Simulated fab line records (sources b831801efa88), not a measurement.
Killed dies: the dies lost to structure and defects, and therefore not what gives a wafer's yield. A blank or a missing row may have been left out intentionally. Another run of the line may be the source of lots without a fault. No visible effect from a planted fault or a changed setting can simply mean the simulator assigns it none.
fab line records || flow sky130
[record] {"lots": 14, "wafers": 42, "last-day": 50}
route steps=708 shown VT_ADJUST_LVTN@111
lots with no fault: from the same line, run without faults
start-h: the number of hours between the record's first day and the start of the first shown wafer of the lot || wait-h: hours elapsed since this lot's preceding step || " repeats the value in the row above || L1.1+2: a single row standing in for several wafers || - no value, or no start was given || * or withheld: withheld || < > ~ a bound
route shown NAME@n: names a module that has steps shown in the file, with the first one's number in the route || usual: mean/standard deviation of fault-free wafers || same: alike in all rows || chamber/n: place in a boat || sites: per-site readings || _std_site: standard deviation of those values || _edge_site: inner sites' mean taken away from outer sites' mean || radius-mm: how far each site lies from the wafer's centre || mask NAME#n: copy n || behind: the most recent tool/chamber to have shaped the wafer || hold: reason for holding the lot/hours on hold/outcome of the hold || device: the n, p or np transistor that did not switch || end of line: tests of these same wafers at the route's end || where a step has no rows: the recipe by itself || killed: the dies lost at the first sort to structure and to defects; this is not the yield of the wafer || map: per-die view of a wafer (x killed, . not killed, _ where there is no die)
set.NAME: the setting as run; set.NAME@STEP: as run at that earlier step || model.NAME: the simulator's own value behind a step, which no gauge read
steps of the route over a sample of lots; a table a step, a row a wafer
[[steps]]
[step SKY_VT_ADJUST_LVTN_SOFTBAKE_14]
[recipe] {"temp-c": 90, "time-s": 60, "resist": "NOVOLAK"}
[usual] {"chill-plate-temp-C": "23.01/0.099", "plate-temp-C": "90.02/0.14", "run-length-s": "89.29/0.21"}
{"lot.wafer": "L964.2", "tool": "litho-track-04", "chamber": 0, "start-h": 148.99, "wait-h": 0.1, "chill-plate-temp-C": 22.93, "plate-temp-C": 90.05, "run-length-s": 89.01}
{"lot.wafer": "L964.3", "tool": "litho-track-04", "chamber": 0, "start-h": 148.99, "wait-h": 0.1, "chill-plate-temp-C": 23.16, "plate-temp-C": 89.85, "run-length-s": 89.18}
{"lot.wafer": "L964.5", "tool": "litho-track-04", "chamber": 0, "start-h": 148.99, "wait-h": 0.1, "chill-plate-temp-C": 22.90, "plate-temp-C": 89.92, "run-length-s": 88.93}
{"lot.wafer": "L966.1", "tool": "litho-track-03", "chamber": 0, "start-h": 166.12, "wait-h": 0.1, "chill-plate-temp-C": 23.08, "plate-temp-C": 90.10, "run-length-s": 89.53}
{"lot.wafer": "L966.4", "tool": "litho-track-03", "chamber": 0, "start-h": 166.12, "wait-h": 0.1, "chill-plate-temp-C": 23.12, "plate-temp-C": 90.06, "run-length-s": 89.53}
{"lot.wafer": "L966.6", "tool": "litho-track-03", "chamber": 0, "start-h": 166.12, "wait-h": 0.1, "chill-plate-temp-C": 23.08, "plate-temp-C": 90.37, "run-length-s": 89.37}
{"lot.wafer": "L968.2", "tool": "litho-track-03", "chamber": 0, "start-h": 184.45, "wait-h": 0.1, "chill-plate-temp-C": 23.14, "plate-temp-C": 90.01, "run-length-s": 89.38}
{"lot.wafer": "L968.5", "tool": "litho-track-03", "chamber": 0, "start-h": 184.45, "wait-h": 0.1, "chill-plate-temp-C": 23.03, "plate-temp-C": 90.06, "run-length-s": 89.33}
{"lot.wafer": "L968.6", "tool": "litho-track-03", "chamber": 0, "start-h": 184.45, "wait-h": 0.1, "chill-plate-temp-C": 23.07, "plate-temp-C": 90.25, "run-length-s": 89.61}
{"lot.wafer": "L969.1", "tool": "litho-track-03", "chamber": 0, "start-h": 192.82, "wait-h": 0.1, "chill-plate-temp-C": 23.02, "plate-temp-C": 89.98, "run-length-s": 89.33}
{"lot.wafer": "L969.2", "tool": "litho-track-03", "chamber": 0, "start-h": 192.82, "wait-h": 0.1, "chill-plate-temp-C": 22.87, "plate-temp-C": 89.89, "run-length-s": 89.28}
{"lot.wafer": "L969.6", "tool": "litho-track-03", "chamber": 0, "start-h": 192.82, "wait-h": 0.1, "chill-plate-temp-C": 22.91, "plate-temp-C": 89.86, "run-length-s": 89.33}
{"lot.wafer": "L970.1", "tool": "litho-track-04", "chamber": 0, "start-h": 196.52, "wait-h": 0.1, "chill-plate-temp-C": 22.91, "plate-temp-C": 89.97, "run-length-s": 89.12}
{"lot.wafer": "L970.3", "tool": "litho-track-04", "chamber": 0, "start-h": 196.52, "wait-h": 0.1, "chill-plate-temp-C": 22.93, "plate-temp-C": 90.23, "run-length-s": 88.98}
{"lot.wafer": "L970.4", "tool": "litho-track-04", "chamber": 0, "start-h": 196.52, "wait-h": 0.1, "chill-plate-temp-C": 22.90, "plate-temp-C": 89.91, "run-length-s": 89.04}
{"lot.wafer": "L972.1", "tool": "litho-track-03", "chamber": 0, "start-h": 201.27, "wait-h": 0.1, "chill-plate-temp-C": 22.97, "plate-temp-C": 89.82, "run-length-s": 89.59}
{"lot.wafer": "L972.4", "tool": "litho-track-03", "chamber": 0, "start-h": 201.27, "wait-h": 0.1, "chill-plate-temp-C": 22.98, "plate-temp-C": 90.13, "run-length-s": 96.00}
{"lot.wafer": "L972.5", "tool": "litho-track-03", "chamber": 0, "start-h": 201.27, "wait-h": 0.1, "chill-plate-temp-C": 23.08, "plate-temp-C": 89.95, "run-length-s": 95.97}
{"lot.wafer": "L971.2", "tool": "litho-track-03", "chamber": 0, "start-h": 201.90, "wait-h": 0.1, "chill-plate-temp-C": 23.08, "plate-temp-C": 90.17, "run-length-s": 89.68}
{"lot.wafer": "L971.3", "tool": "litho-track-03", "chamber": 0, "start-h": 201.90, "wait-h": 0.1, "chill-plate-temp-C": 23.13, "plate-temp-C": 89.98, "run-length-s": 89.45}
{"lot.wafer": "L971.5", "tool": "litho-track-03", "chamber": 0, "start-h": 201.90, "wait-h": 0.1, "chill-plate-temp-C": 23.09, "plate-temp-C": 90.09, "run-length-s": 96.09}
{"lot.wafer": "L973.4", "tool": "litho-track-04", "chamber": 0, "start-h": 212.59, "wait-h": 0.1, "chill-plate-temp-C": 22.91, "plate-temp-C": 90.04, "run-length-s": 88.94}
{"lot.wafer": "L973.5", "tool": "litho-track-04", "chamber": 0, "start-h": 212.59, "wait-h": 0.1, "chill-plate-temp-C": 23.07, "plate-temp-C": 89.98, "run-length-s": 89.18}
{"lot.wafer": "L973.6", "tool": "litho-track-04", "chamber": 0, "start-h": 212.59, "wait-h": 0.1, "chill-plate-temp-C": 22.93, "plate-temp-C": 89.81, "run-length-s": 89.00}
{"lot.wafer": "L980.3", "tool": "litho-track-02", "chamber": 0, "start-h": 254.42, "wait-h": 0.1, "chill-plate-temp-C": 22.98, "plate-temp-C": 89.83, "run-length-s": 89.48}
{"lot.wafer": "L980.4", "tool": "litho-track-02", "chamber": 0, "start-h": 254.42, "wait-h": 0.1, "chill-plate-temp-C": 23.13, "plate-temp-C": 89.97, "run-length-s": 89.58}
{"lot.wafer": "L980.6", "tool": "litho-track-02", "chamber": 0, "start-h": 254.42, "wait-h": 0.1, "chill-plate-temp-C": 23.06, "plate-temp-C": 89.99, "run-length-s": 89.56}
{"lot.wafer": "L981.1", "tool": "litho-track-04", "chamber": 0, "start-h": 255.67, "wait-h": 0.1, "chill-plate-temp-C": 22.97, "plate-temp-C": 89.99, "run-length-s": 89.04}
{"lot.wafer": "L981.5", "tool": "litho-track-04", "chamber": 0, "start-h": 255.67, "wait-h": 0.1, "chill-plate-temp-C": 23.00, "plate-temp-C": 90.08, "run-length-s": 89.19}
{"lot.wafer": "L981.6", "tool": "litho-track-04", "chamber": 0, "start-h": 255.67, "wait-h": 0.1, "chill-plate-temp-C": 22.96, "plate-temp-C": 90.00, "run-length-s": 89.00}
{"lot.wafer": "L983.2", "tool": "litho-track-03", "chamber": 0, "start-h": 276.50, "wait-h": 0.1, "chill-plate-temp-C": 22.93, "plate-temp-C": 89.89, "run-length-s": 89.35}
{"lot.wafer": "L983.3", "tool": "litho-track-03", "chamber": 0, "start-h": 276.50, "wait-h": 0.1, "chill-plate-temp-C": 22.98, "plate-temp-C": 89.84, "run-length-s": 89.29}
{"lot.wafer": "L983.6", "tool": "litho-track-03", "chamber": 0, "start-h": 276.50, "wait-h": 0.1, "chill-plate-temp-C": 22.87, "plate-temp-C": 89.95, "run-length-s": 89.30}
{"lot.wafer": "L984.2", "tool": "litho-track-04", "chamber": 0, "start-h": 284.09, "wait-h": 0.1, "chill-plate-temp-C": 23.08, "plate-temp-C": 90.00, "run-length-s": 88.96}
{"lot.wafer": "L984.5", "tool": "litho-track-04", "chamber": 0, "start-h": 284.09, "wait-h": 0.1, "chill-plate-temp-C": 23.20, "plate-temp-C": 89.85, "run-length-s": 89.06}
{"lot.wafer": "L984.6", "tool": "litho-track-04", "chamber": 0, "start-h": 284.09, "wait-h": 0.1, "chill-plate-temp-C": 23.24, "plate-temp-C": 89.69, "run-length-s": 89.00}
{"lot.wafer": "L986.3", "tool": "litho-track-03", "chamber": 0, "start-h": 293.97, "wait-h": 0.1, "chill-plate-temp-C": 23.26, "plate-temp-C": 89.95, "run-length-s": 89.66}
{"lot.wafer": "L986.5", "tool": "litho-track-03", "chamber": 0, "start-h": 293.97, "wait-h": 0.1, "chill-plate-temp-C": 23.07, "plate-temp-C": 89.90, "run-length-s": 89.25}
{"lot.wafer": "L986.6", "tool": "litho-track-03", "chamber": 0, "start-h": 293.97, "wait-h": 0.1, "chill-plate-temp-C": 23.03, "plate-temp-C": 89.96, "run-length-s": 89.40}
{"lot.wafer": "L987.1", "tool": "litho-track-04", "chamber": 0, "start-h": 301.01, "wait-h": 0.1, "chill-plate-temp-C": 23.03, "plate-temp-C": 89.98, "run-length-s": 88.95}
{"lot.wafer": "L987.3", "tool": "litho-track-04", "chamber": 0, "start-h": 301.01, "wait-h": 0.1, "chill-plate-temp-C": 22.82, "plate-temp-C": 89.99, "run-length-s": 89.05}
{"lot.wafer": "L987.5", "tool": "litho-track-04", "chamber": 0, "start-h": 301.01, "wait-h": 0.1, "chill-plate-temp-C": 22.91, "plate-temp-C": 90.05, "run-length-s": 89.16}
[[key]]
[first-sign] {"step": "SKY_VT_ADJUST_LVTN_SOFTBAKE_14", "reading": "run-length-s", "direction": "up", "sigmas": 32, "usual": "*", "struck": "*"}
effect none on later readings
met-at SKY_VT_ADJUST_LVTN_SOFTBAKE_14
struck-lots L971,L972
struck-wafers L971.5,L972.4,L972.5
tester-left-out L971,L972
onset-between 192.82 201.27
[fault] {"kind": "process-parameter-drift", "tool": "litho-track-03", "chamber": "-", "onset-h": 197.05, "steps": "SKY_VT_ADJUST_LVTN_SOFTBAKE_14", "channel": "time-s", "offset": "*", "shape": "step", "end-h": 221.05, "scope": "struck-wafers-only", "acts-in": "*", "stated": "*"}
// tester-left-out: of these lots the tester's yield and bins aren't shown, on N5 and GAA mostly nor the transistor test; their killed dies are dies lost to structure and defects alone, not to doping, threshold or leakage, so they don't give the yield
